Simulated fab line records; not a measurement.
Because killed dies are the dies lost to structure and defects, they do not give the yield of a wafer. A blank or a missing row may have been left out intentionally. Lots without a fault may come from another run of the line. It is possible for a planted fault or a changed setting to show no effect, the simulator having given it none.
Which tool did it?    flow gf180mcu    14 lots, 42 wafers sampled, at 3 steps of a route of 602

WHAT THE GAUGES READ, wafer by wafer
GF_M4_OVL_MEAS_15.
lot   measured      on          M4_OVL (nm)
L180  day 23 10:08  overlay-02  5 1 3
L181  day 23 23:37  overlay-02  1 -2 6
L182  day 24 03:00  overlay-02  5 8 5
L183  day 24 07:13  overlay-02  -1 -5 -1
L186  day 25 09:04  overlay-01  10 10 7
L187  day 26 01:44  overlay-01  -12 2 -5
L189  day 26 08:35  overlay-02  1 -3 3
L190  day 27 00:11  overlay-01  -1 0 -13
L191  day 27 03:03  overlay-01  7 -7 9
L192  day 27 20:22  overlay-01  -3 3 -1
L193  day 27 20:41  overlay-01  8 11 9
L194  day 28 00:16  overlay-02  3 0 7
L202  day 30 11:57  overlay-02  4 9 5
L203  day 30 14:56  overlay-01  3 1 0

GF_TOP_METAL_OVL_MEAS_15.
lot   measured      on          TOP_METAL_OVL (nm)
L180  day 28 02:21  overlay-01  0.9 0.8 1.6
L181  day 28 13:03  overlay-02  0.2 -0.6 0.5
L182  day 28 17:13  overlay-01  1.5 1.5 1.5
L183  day 28 21:18  overlay-02  1.0 2.4 -0.1
L186  day 29 20:30  overlay-01  2.3 0.7 1.0
L187  day 30 11:24  overlay-01  1.8 3.5 2.0
L189  day 30 16:11  overlay-01  -0.8 0.0 -0.7
L190  day 31 06:33  overlay-02  0.7 0.8 -1.2
L191  day 31 08:42  overlay-02  -0.2 0.5 -0.4
L192  day 31 22:58  overlay-01  -1.3 -0.5 0.8
L193  day 32 00:14  overlay-02  0.3 -0.7 0.3
L194  day 32 03:05  overlay-02  2.1 0.7 0.3
L202  day 34 04:53  overlay-02  -1.0 -0.2 -1.6
L203  day 34 07:54  overlay-01  1.3 0.8 2.7

WHAT TOOL EACH LOT RAN ON (gives the tool, then ch and the chambers of the sampled wafers, and finally the start)
lot   GF_PSD_CLEAN_12
L180  wet-bench-03 ch 3, day 14 06:50
L181  wet-bench-03 ch 0, day 14 18:52
L182  wet-bench-02 ch 3, day 14 21:08
L183  wet-bench-03 ch 1, day 15 00:05
L186  wet-bench-02 ch 0, day 16 02:32
L187  wet-bench-02 ch 2, day 16 20:17
L189  wet-bench-02 ch 3, day 17 04:14
L190  wet-bench-02 ch 1, day 17 21:38
L191  wet-bench-02 ch 2, day 18 02:11
L192  wet-bench-03 ch 1, day 18 21:10
L193  wet-bench-02 ch 1, day 18 22:28
L194  wet-bench-03 ch 1, day 19 02:26
L202  wet-bench-02 ch 2, day 22 03:20
L203  wet-bench-03 ch 1, day 22 07:08
- GF_PSD_CLEAN_12: cleans in SC1/SC2, time 150 s.

WHAT THE TOOLS THEMSELVES READ (means of the sampled wafers that have a number; where no wafer has one, the mark that the record gives instead)
The record holds no such reading with a usual standard deviation.

THE ANSWER, worked out from the rows above alone
Rule: what is usual is taken from the lots themselves. The widest of any qualifying gaps counts: lots, ordered by their means at a reading, are off when they make up no more than a third of the lots, leave a main group of 4 or more, and stand apart from it by 3 or more times the standard deviation of that group's means. If all means in a main group match to the digits the tables above print for the reading, that group is not used. Also off: a lot with no number at a reading for which 4 or more lots have one. Where the step has rows for the other lots, those lots are counted as sound. After the gauges, taken in route order, come the tools' own readings; for these a lot's mean is taken, as printed above. The first step at which some lot is off is used, and at that step the reading that is off furthest; a lot without a number counts as furthest.
No lot is off at any reading shown: from this, nothing can be told.

WHAT WAS PUT IN BY THE SIMULATOR
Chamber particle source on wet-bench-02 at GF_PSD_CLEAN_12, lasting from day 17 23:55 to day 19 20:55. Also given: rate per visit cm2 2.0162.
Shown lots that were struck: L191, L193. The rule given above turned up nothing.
